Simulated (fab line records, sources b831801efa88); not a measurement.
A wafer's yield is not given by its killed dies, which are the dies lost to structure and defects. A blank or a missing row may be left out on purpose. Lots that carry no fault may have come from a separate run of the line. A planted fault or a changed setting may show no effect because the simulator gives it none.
2 desks, one fault	flow gf180mcu	what lay behind the numbers comes last; until then each desk has only its own

== AT THE METROLOGY DESK ==
What the gauges read, lot by lot, whatever tool the lot ran on: means of the sampled wafers that have a number. The brackets show how far a lot's mean lies from the usual mean; more than 4 standard deviations puts the lot out of limits, marked OUT.
Columns: A = HV_LDD_CVD_56_THK at GF_HV_LDD_THK_MEAS_57, usual 89.8 nm; B = NSD_TW at GF_NSD_TW_MEAS_12, usual 4204; C = NSD_RS at GF_PSD_RS_MEAS_14, usual 46.13 ohm/sq; D = SAB_OVL at GF_SAB_OVL_MEAS_10, usual -0.4 nm
lot	first seen here	A	B	C	D
L632	day 12 19:54	90.1	4197	46.11	-1.2
L633	day 12 23:59	90.3	4176	46.00	-0.6
L634	day 13 08:02	89.5	4171	46.11	-0.0
L635	day 13 10:53	90.9	4164	46.28	-0.2
L636	day 14 01:16	90.4	4290	46.22	0.1
L637	day 14 12:07	90.3	4155	46.17	0.6
L639	day 15 11:56	89.1	4209	46.20	-0.8
L640	day 15 15:53	89.4	4201	46.15	-3.3
L641	day 16 01:57	89.1	4184	46.18	-1.3
L642	day 16 13:55	89.2	4266	46.14	-1.7
L645	day 17 17:22	88.6	4207	46.14	-0.3
L646	day 18 08:06	89.7	4191	50.76 (+56) OUT	-
L649	day 18 18:46	89.2	4203	50.68 (+55) OUT	-
L653	day 20 00:59	89.2	4207	46.09	0.1
Per this desk, out of limits: L646, L649; the first was L646, day 20 08:54 (NSD_RS at GF_PSD_RS_MEAS_14). In limits: L632, L633, L634, L635, L636, L637, L639, L640, L641, L642, L645, L653.

== AT THE TOOL OWNER'S DESK: rtp_anneal-02 ==
Per lot that ran on this tool, the mean of the sampled wafers carrying a number, from the tool's own readings at GF_PSD_RTA_13 (time 20 s). The brackets show how far a lot's mean lies from the usual mean; more than 4 standard deviations puts the lot out of limits, marked OUT.
Columns: A = lamp_power_pct at GF_PSD_RTA_13, usual 35.0 %; B = wafer_temp_C_max at GF_PSD_RTA_13, usual 1028.7
lot	first seen here	A	B
L632	day 14 12:59	34.6	1028.5
L635	day 15 04:05	34.6	1027.9
L639	day 17 09:14	34.6	1028.5
L640	day 17 13:23	34.6	1028.9
L645	day 19 18:25	34.6	1028.8
L646	day 20 08:49	31.4 (-11) OUT	991.8 (-47) OUT
L649	day 20 20:34	31.4 (-11) OUT	991.1 (-48) OUT
This desk's finding: out of limits on L646, L649; first on L646, day 20 08:49 (lamp_power_pct at GF_PSD_RTA_13). In limits: L632, L635, L639, L640, L645.

== BROUGHT TOGETHER ==
On L646, L649, at day 20 08:49, an alarm was possible from the tool owner's desk.
An alarm was possible from the metrology desk at day 20 08:54, on L646, L649.
Every lot named ran GF_PSD_RTA_13 on rtp_anneal-02.

== WHAT THE SIMULATOR HAD PUT IN ==
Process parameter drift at GF_PSD_RTA_13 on rtp_anneal-02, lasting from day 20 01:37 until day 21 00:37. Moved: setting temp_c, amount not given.
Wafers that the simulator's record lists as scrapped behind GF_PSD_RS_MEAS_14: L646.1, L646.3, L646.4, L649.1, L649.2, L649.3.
Lots struck among those shown: L646, L649.
Time in hours from fault onset to the first out-of-limits reading at each desk: tool owner's desk 7, metrology desk 7.
